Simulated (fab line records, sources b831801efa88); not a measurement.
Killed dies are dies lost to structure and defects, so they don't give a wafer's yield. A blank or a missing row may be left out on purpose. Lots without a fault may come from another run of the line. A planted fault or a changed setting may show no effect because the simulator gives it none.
Which tool did it? | flow sky130 | 6 lots, 18 wafers sampled, at 1 step of a route of 708

WHAT THE GAUGES READ, wafer by wafer
SKY_METAL2_CD_MEAS_15: target cd 140 nm.
lot  | measured     | on        | cd_nm (nm)
L146 | day 35 23:29 | cd_sem-01 | 140.4 138.5 138.9
L150 | day 37 06:20 | cd_sem-02 | 138.0 140.9 139.0
L152 | day 37 17:59 | cd_sem-01 | 139.9 139.3 139.2
L156 | day 39 04:41 | cd_sem-01 | 141.2 140.7 140.6
L164 | day 41 19:31 | cd_sem-02 | 139.5 141.8 139.3
L165 | day 42 06:17 | cd_sem-02 | 139.3 137.5 138.3

WHICH TOOL RAN EACH LOT (tool, then ch and the chambers of the sampled wafers, then the start)
The record holds no process step before these readings.

THE ANSWER, worked out from the rows above alone
Rule: what is usual is taken from the lots themselves. Put in order of their means at a reading, lots are off if they are a third of the lots or fewer, leave a main group of 4 or more, and stand apart from it by a gap of 3 or more times the standard deviation of the main group's means; of several such gaps the widest counts. A main group whose means are all the same, to the digits that the tables above print for the reading, isn't used. A lot without any number at a reading at which 4 lots or more have one is off too. The other lots that the step has rows for count as sound.
No lot is off at any reading shown: from this, nothing can be told.

WHAT THE SIMULATOR HAD PUT IN
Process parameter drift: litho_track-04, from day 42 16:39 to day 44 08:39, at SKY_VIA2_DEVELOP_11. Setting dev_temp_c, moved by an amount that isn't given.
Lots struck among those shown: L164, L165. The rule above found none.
